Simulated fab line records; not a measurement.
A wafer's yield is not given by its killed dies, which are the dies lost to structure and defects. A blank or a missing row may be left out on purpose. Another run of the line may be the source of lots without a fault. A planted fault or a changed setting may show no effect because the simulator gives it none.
A struck lot beside a sound one | flow sky130 | 15 steps out of a route of 708
Sound: these wafers, L899.1, L899.2, L899.5. Struck: wafers L911.2, L911.4, L911.5. The cause comes at the end.
Each step with rows lists, per side, the tool, then ch with its chambers, then its first start. Under that, the readings that differ: sound wafers | struck wafers | difference of the means | sigmas: that difference in standard deviations of wafers without a fault.
alike: readings whose means differ by less than 2 such deviations, and words and numbers that are the same on both sides. not compared: withheld readings, readings that some wafer has no value for, bounds like >300 that may hide the same value, and numbers for which the record gives no deviation and whose values overlap.
Wherever a step has rows on one side only, a row that says differs or no value, or a row with sigmas, the two part there. Numbers that don't overlap but have no deviation are shown without sigmas and don't part them. Lack of a reading on every wafer of one side parts them only where that side has two or more wafers.

SKY_VIA2_CMP_02: polishes SiO2.
  sound on cmp-01 ch 0,2,3, day 37 11:20; struck on cmp-01 ch 0,3, day 41 09:32
  alike: motor_current_A
SKY_VIA2_BOW_MEAS_03:
  sound: film_metro-01 at day 37 11:38; struck: film_metro-03 at day 41 09:52
  alike: VIA2_BOW
then, 8 steps without rows for these wafers: SKY_VIA2_DEHYDRATE_04 (time 60 s); SKY_VIA2_HMDS_05 (prime time 60 s); SKY_VIA2_COAT_06 (resist thk 60 nm); SKY_VIA2_COAT_07 (resist thk 450 nm); SKY_VIA2_SOFTBAKE_08 (time 90 s); SKY_VIA2_EXPOSE_09 (exposes mask VIM2, target cd 200 nm); SKY_VIA2_PEB_10; SKY_VIA2_DEVELOP_11 (develop time 60 s).
SKY_VIA2_CD_MEAS_12: the cd target is 200 nm.
  sound: cd_sem-02 at day 38 13:21; struck: cd_sem-02 at day 42 09:08
  alike: cd_nm
SKY_VIA2_OVL_MEAS_13:
  sound: overlay-02 at day 38 13:28; struck: overlay-01 at day 42 09:14
  alike: VIA2_OVL
SKY_VIA2_ETCH_14: etches BARC in N2/H2, stops on SiO2, time 45.9 s, target depth 60 nm.
  sound on rie_diel-04 ch 0,1, day 38 13:31; struck on rie_diel-03 ch 2,3, day 42 09:16
  reading    | sound               | struck            | difference | sigmas
  bias_w (W) | 100.11 100.46 99.90 | 97.67 98.09 97.40 | -2.44      | -8
  alike: drypump_motor_current_A, oes_product_au, throttle_valve_pct
  not compared: rf_hours_counter_h
SKY_VIA2_ETCH_15: etches SiO2 in C4F8/O2/Ar, stops on TiN, target depth 546 nm, time 84 s.
  sound on rie_diel-04 ch 0,1, day 38 13:33; struck on rie_diel-03 ch 2,3, day 42 09:19
  alike: bias_w, oes_product_au
  not compared: rf_hours_counter_h
after that, 1 step had no rows for these wafers: SKY_PAD_OPEN_PROBE_99.

== WHERE THEY PART ==
Within this record, at SKY_VIA2_ETCH_14 only. Later steps at which nothing parts them and some readings are alike: SKY_VIA2_ETCH_15.

WHY: what had been put in by the simulator
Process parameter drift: rie_diel-03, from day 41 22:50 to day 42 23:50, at SKY_VIA2_ETCH_14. From 100, the setting bias_w moved by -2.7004. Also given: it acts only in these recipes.
